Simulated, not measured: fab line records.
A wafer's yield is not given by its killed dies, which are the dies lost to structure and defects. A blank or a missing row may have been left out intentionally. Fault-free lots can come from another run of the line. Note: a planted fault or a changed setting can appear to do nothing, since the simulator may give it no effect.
What tool caused it? :: flow sky130 :: 13 lots with 39 wafers sampled at 4 steps, on a route of 708 steps

WHAT EACH GAUGE READ, for each wafer
SKY_SD_P_TW_MEAS_11. Usual: SD_P_TW typically reads 2803, with standard deviation 47.
lot: L931
measured: day 24 23:04
on: film-metro-04
SD_P_TW: 2858 2845 2856
flag: 

lot: L933
measured: day 25 17:38
on: film-metro-02
SD_P_TW: 2816 2814 2806
flag: 

lot: L935
measured: day 26 06:16
on: film-metro-01
SD_P_TW: 2743 2741 2733
flag: 

lot: L936
measured: day 27 02:40
on: film-metro-04
SD_P_TW: 2859 2863 2852
flag: 

lot: L938
measured: day 27 14:26
on: film-metro-01
SD_P_TW: 2736 2740 2721
flag: 

lot: L939
measured: day 28 02:46
on: film-metro-02
SD_P_TW: 2809 2827 2824
flag: 

lot: L940
measured: day 28 05:38
on: film-metro-01
SD_P_TW: 2720 2724 2738
flag: 

lot: L943
measured: day 29 07:23
on: film-metro-01
SD_P_TW: 2749 2745 2759
flag: 

lot: L949
measured: day 31 09:18
on: film-metro-01
SD_P_TW: 2735 2742 2734
flag: 

lot: L950
measured: day 33 12:09
on: film-metro-04
SD_P_TW: 2852 2847 2847
flag: 

lot: L951
measured: day 33 16:26
on: film-metro-02
SD_P_TW: 2816 2838 2808
flag: 

lot: L953
measured: day 33 16:52
on: film-metro-02
SD_P_TW: 2816 2808 2810
flag: 

lot: L952
measured: day 33 19:31
on: film-metro-04
SD_P_TW: 2840 2841 2850
flag: 

SKY_SD_N_RS_MEAS_17: a four-point-probe measurement. Usual: SD_P_RS typically reads 147.0 ohm/sq, with standard deviation 0.34.
lot: L931
measured: day 27 09:38
on: film-metro-04
SD_P_RS (ohm/sq): 147.3 147.0 147.0
flag: 

lot: L933
measured: day 28 03:02
on: film-metro-04
SD_P_RS (ohm/sq): 147.3 147.4 147.1
flag: 

lot: L935
measured: day 28 15:58
on: film-metro-04
SD_P_RS (ohm/sq): 146.6 147.2 147.2
flag: 

lot: L936
measured: day 29 12:50
on: film-metro-01
SD_P_RS (ohm/sq): 147.3 147.9 147.6
flag: 

lot: L938
measured: day 30 00:34
on: film-metro-04
SD_P_RS (ohm/sq): 147.0 147.2 147.3
flag: 

lot: L939
measured: day 30 13:24
on: film-metro-01
SD_P_RS (ohm/sq): 146.7 147.0 147.1
flag: 

lot: L940
measured: day 30 15:17
on: film-metro-04
SD_P_RS (ohm/sq): 147.1 147.0 147.0
flag: 

lot: L943
measured: day 31 14:40
on: film-metro-02
SD_P_RS (ohm/sq): 146.6 147.2 146.9
flag: 

lot: L949
measured: day 33 16:10
on: film-metro-04
SD_P_RS (ohm/sq): 146.9 147.1 146.7
flag: 

lot: L950
measured: day 35 17:17
on: film-metro-01
SD_P_RS (ohm/sq): 147.1 147.3 147.6
flag: 

lot: L951
measured: day 35 21:42
on: film-metro-02
SD_P_RS (ohm/sq): 147.3 147.1 146.7
flag: 

lot: L953
measured: day 35 22:23
on: film-metro-02
SD_P_RS (ohm/sq): 146.8 146.7 146.8
flag: 

lot: L952
measured: day 36 01:06
on: film-metro-01
SD_P_RS (ohm/sq): 146.9 147.1 146.8
flag: 

EACH LOT AND THE TOOL THAT RAN IT (in order: tool; ch and the chambers of the sampled wafers; start)
lot: L931
SKY_SD_N_STRIP_11: plasma-asher-02 ch 0,1, day 27 09:08
SKY_SD_N_RTA_14: rtp-anneal-01 ch 0, day 27 09:21

lot: L933
SKY_SD_N_STRIP_11: plasma-asher-01 ch 0,1, day 28 02:31
SKY_SD_N_RTA_14: rtp-anneal-01 ch 0, day 28 02:44

lot: L935
SKY_SD_N_STRIP_11: plasma-asher-01 ch 0,1, day 28 15:28
SKY_SD_N_RTA_14: rtp-anneal-01 ch 0, day 28 15:41

lot: L936
SKY_SD_N_STRIP_11: plasma-asher-02 ch 0, day 29 12:20
SKY_SD_N_RTA_14: rtp-anneal-02 ch 0, day 29 12:32

lot: L938
SKY_SD_N_STRIP_11: plasma-asher-04 ch 0,1, day 29 23:59
SKY_SD_N_RTA_14: rtp-anneal-02 ch 0, day 30 00:16

lot: L939
SKY_SD_N_STRIP_11: plasma-asher-02 ch 0,1, day 30 12:53
SKY_SD_N_RTA_14: rtp-anneal-01 ch 0, day 30 13:06

lot: L940
SKY_SD_N_STRIP_11: plasma-asher-02 ch 0,1, day 30 14:47
SKY_SD_N_RTA_14: rtp-anneal-02 ch 0, day 30 14:59

lot: L943
SKY_SD_N_STRIP_11: plasma-asher-01 ch 0,1, day 31 14:05
SKY_SD_N_RTA_14: rtp-anneal-02 ch 0, day 31 14:20

lot: L949
SKY_SD_N_STRIP_11: plasma-asher-01 ch 1, day 33 15:38
SKY_SD_N_RTA_14: rtp-anneal-01 ch 0, day 33 15:52

lot: L950
SKY_SD_N_STRIP_11: plasma-asher-02 ch 0,1, day 35 16:44
SKY_SD_N_RTA_14: rtp-anneal-02 ch 0, day 35 16:58

lot: L951
SKY_SD_N_STRIP_11: plasma-asher-04 ch 0,1, day 35 21:10
SKY_SD_N_RTA_14: rtp-anneal-02 ch 0, day 35 21:23

lot: L953
SKY_SD_N_STRIP_11: plasma-asher-04 ch 0,1, day 35 21:53
SKY_SD_N_RTA_14: rtp-anneal-02 ch 0, day 35 22:06

lot: L952
SKY_SD_N_STRIP_11: plasma-asher-01 ch 0, day 36 00:35
SKY_SD_N_RTA_14: rtp-anneal-01 ch 0, day 36 00:49
- SKY_SD_N_STRIP_11: strips in O2/N2.
- SKY_SD_N_RTA_14: time 2 s.

WHAT THE TOOLS THEMSELVES READ (means of the sampled wafers that have a number; where no wafer has one, the mark that the record gives instead)
SKY_SD_N_STRIP_11. Usual: chamber-pressure-mTorr 1500.1 mTorr, standard deviation 1.3; drypump-motor-current-A 5.7 A, standard deviation 0.44; oes-product-au 0.527 a.u., standard deviation 0.0051; strip-time-to-endpoint-s 22.55 s, standard deviation 0.045.
lot: L931
tool: plasma-asher-02
chamber-pressure-mTorr (mTorr): 1500.4
drypump-motor-current-A (A): 5.9
oes-product-au (a.u.): 0.528
strip-time-to-endpoint-s (s): 22.65
flag: 

lot: L933
tool: plasma-asher-01
chamber-pressure-mTorr (mTorr): 1500.5
drypump-motor-current-A (A): 5.5
oes-product-au (a.u.): 0.529
strip-time-to-endpoint-s (s): 22.54
flag: 

lot: L935
tool: plasma-asher-01
chamber-pressure-mTorr (mTorr): 1500.2
drypump-motor-current-A (A): 5.5
oes-product-au (a.u.): 0.526
strip-time-to-endpoint-s (s): 22.62
flag: 

lot: L936
tool: plasma-asher-02
chamber-pressure-mTorr (mTorr): 1499.5
drypump-motor-current-A (A): 6.4
oes-product-au (a.u.): 0.522
strip-time-to-endpoint-s (s): 22.57
flag: 

lot: L938
tool: plasma-asher-04
chamber-pressure-mTorr (mTorr): 1500.0
drypump-motor-current-A (A): 5.9
oes-product-au (a.u.): 0.527
strip-time-to-endpoint-s (s): 22.48
flag: 

lot: L939
tool: plasma-asher-02
chamber-pressure-mTorr (mTorr): -
drypump-motor-current-A (A): -
oes-product-au (a.u.): -
strip-time-to-endpoint-s (s): -
flag: OFF

lot: L940
tool: plasma-asher-02
chamber-pressure-mTorr (mTorr): -
drypump-motor-current-A (A): -
oes-product-au (a.u.): -
strip-time-to-endpoint-s (s): -
flag: OFF

lot: L943
tool: plasma-asher-01
chamber-pressure-mTorr (mTorr): 1500.0
drypump-motor-current-A (A): 5.3
oes-product-au (a.u.): 0.528
strip-time-to-endpoint-s (s): 22.54
flag: 

lot: L949
tool: plasma-asher-01
chamber-pressure-mTorr (mTorr): 1500.7
drypump-motor-current-A (A): 5.7
oes-product-au (a.u.): 0.523
strip-time-to-endpoint-s (s): 22.56
flag: 

lot: L950
tool: plasma-asher-02
chamber-pressure-mTorr (mTorr): 1500.7
drypump-motor-current-A (A): 5.9
oes-product-au (a.u.): 0.526
strip-time-to-endpoint-s (s): 22.56
flag: 

lot: L951
tool: plasma-asher-04
chamber-pressure-mTorr (mTorr): 1500.1
drypump-motor-current-A (A): 5.9
oes-product-au (a.u.): 0.520
strip-time-to-endpoint-s (s): 22.55
flag: 

lot: L953
tool: plasma-asher-04
chamber-pressure-mTorr (mTorr): 1500.9
drypump-motor-current-A (A): 5.9
oes-product-au (a.u.): 0.526
strip-time-to-endpoint-s (s): 22.54
flag: 

lot: L952
tool: plasma-asher-01
chamber-pressure-mTorr (mTorr): 1500.6
drypump-motor-current-A (A): 5.0
oes-product-au (a.u.): 0.526
strip-time-to-endpoint-s (s): 22.59
flag: 

SKY_SD_N_RTA_14. Usual: lamp-power-pct 15.73 %, standard deviation 0.053; wafer_temp_C_max 1078.0, standard deviation 1.2.
lot: L931
tool: rtp-anneal-01
lamp-power-pct (%): 15.76
wafer_temp_C_max: 1078.3
flag: 

lot: L933
tool: rtp-anneal-01
lamp-power-pct (%): 15.71
wafer_temp_C_max: 1078.7
flag: 

lot: L935
tool: rtp-anneal-01
lamp-power-pct (%): 15.71
wafer_temp_C_max: 1078.0
flag: 

lot: L936
tool: rtp-anneal-02
lamp-power-pct (%): 15.69
wafer_temp_C_max: 1077.4
flag: 

lot: L938
tool: rtp-anneal-02
lamp-power-pct (%): 15.76
wafer_temp_C_max: 1077.7
flag: 

lot: L939
tool: rtp-anneal-01
lamp-power-pct (%): 15.76
wafer_temp_C_max: 1077.9
flag: 

lot: L940
tool: rtp-anneal-02
lamp-power-pct (%): 15.73
wafer_temp_C_max: 1076.9
flag: 

lot: L943
tool: rtp-anneal-02
lamp-power-pct (%): 15.76
wafer_temp_C_max: 1079.4
flag: 

lot: L949
tool: rtp-anneal-01
lamp-power-pct (%): 15.73
wafer_temp_C_max: 1077.4
flag: 

lot: L950
tool: rtp-anneal-02
lamp-power-pct (%): 15.72
wafer_temp_C_max: 1076.9
flag: 

lot: L951
tool: rtp-anneal-02
lamp-power-pct (%): 15.67
wafer_temp_C_max: 1077.7
flag: 

lot: L953
tool: rtp-anneal-02
lamp-power-pct (%): 15.69
wafer_temp_C_max: 1076.7
flag: 

lot: L952
tool: rtp-anneal-01
lamp-power-pct (%): 15.76
wafer_temp_C_max: 1078.6
flag: 

THE ANSWER, worked out from the rows above alone
Rule: a lot counts as off when the mean over its wafers that have a number is more than 3 standard deviations away from the usual mean. A lot without any number at a reading at which 4 lots or more have one is off too. Where the step has rows for the other lots, those lots are counted as sound. First the gauges in route order, then the tools' own readings, where a lot's mean is used as printed above. At the first step where some lot is off, the reading lying furthest off is the one used; lots without a number count as furthest.
Off at SKY_SD_N_STRIP_11 (chamber-pressure-mTorr): L939, L940. Without a number there: L939, L940.
A tool fits if, at that step or a process step before it, it ran every lot that is off, and no sound lot after the first of them. None of those tried fits.

WHAT WAS PUT IN BY THE SIMULATOR
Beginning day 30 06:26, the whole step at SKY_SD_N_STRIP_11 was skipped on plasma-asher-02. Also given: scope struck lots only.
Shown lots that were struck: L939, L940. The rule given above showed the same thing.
